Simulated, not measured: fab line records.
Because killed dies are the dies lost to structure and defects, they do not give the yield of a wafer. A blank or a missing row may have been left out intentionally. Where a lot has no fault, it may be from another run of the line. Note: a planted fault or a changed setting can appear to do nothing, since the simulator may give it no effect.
A single fault, viewed from 2 desks :: flow gf180mcu :: each desk has only its own numbers; what lay behind them comes last

== THE METROLOGY DESK ==
What the gauges read for every lot (on any tool): the sampled wafers with a number, averaged. Any lot whose mean is over 4 standard deviations away from the usual mean is out of limits and marked OUT; that distance is given in the brackets.
Columns: A = cdNm at GF_M1_CD_MEAS_14, usual 229.9 nm
lot: L489
first seen here: day 17 07:27
A: 229.2

lot: L491
first seen here: day 17 18:05
A: 229.3

lot: L500
first seen here: day 21 06:40
A: 228.2

lot: L501
first seen here: day 21 14:02
A: 232.2

lot: L502
first seen here: day 21 19:16
A: 230.9

lot: L503
first seen here: day 22 03:49
A: 230.5

lot: L504
first seen here: day 22 14:20
A: 228.9

lot: L505
first seen here: day 22 17:20
A: 230.0

lot: L506
first seen here: day 23 03:22
A: 231.6

lot: L508
first seen here: day 23 21:30
A: 232.1

lot: L509
first seen here: day 24 02:43
A: 226.7

lot: L511
first seen here: day 24 19:35
A: 228.4

lot: L512
first seen here: day 25 12:01
A: 230.7
This desk's finding: nothing out of limits on any of the 13 lots.

== AT THE TOOL OWNER'S DESK: pvdSputter-02 ==
At GF_MIM_SPUTTER_07 (material TiN, target thk 60 nm, time 50 s) the tool's own readings: per lot run on this tool, the mean of the sampled wafers that have a number. Any lot whose mean is over 4 standard deviations away from the usual mean is out of limits and marked OUT; that distance is given in the brackets.
Columns: A = chamberPressurePa at GF_MIM_SPUTTER_07, usual 0.4000 Pa; B = throttleValvePct at GF_MIM_SPUTTER_07, usual 29.7 %
lot: L489
first seen here: day 24 15:28
A: 0.4006
B: 29.3

lot: L491
first seen here: day 25 02:10
A: 0.3998
B: 30.1

lot: L500
first seen here: day 28 03:13
A: 0.4334 (+35) OUT
B: 27.9

lot: L501
first seen here: day 28 10:11
A: 0.4335 (+35) OUT
B: 28.8
This desk finds L500, L501 out of limits, L500 being first, at day 28 03:13 (chamberPressurePa at GF_MIM_SPUTTER_07). L489, L491 stayed within limits.

== ALL TOGETHER ==
At day 28 03:13, on L500, L501, the tool owner's desk was in a position to raise an alarm.
At the metrology desk, nothing out of limits was observed.
The metrology desk holds a record of L500, L501, inside its limits.
GF_MIM_SPUTTER_07 was run on pvdSputter-02 by each of the lots named.

== WHAT THE SIMULATOR PUT IN ==
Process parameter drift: pvdSputter-02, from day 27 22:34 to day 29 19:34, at GF_MIM_SPUTTER_07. A move of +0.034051 in setting chamberPressurePa, from 0.4. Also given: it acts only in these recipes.
Struck lots among those shown: L500, L501.
Delay in hours, fault start to first out-of-limits reading, by desk: the tool owner's desk at 5.
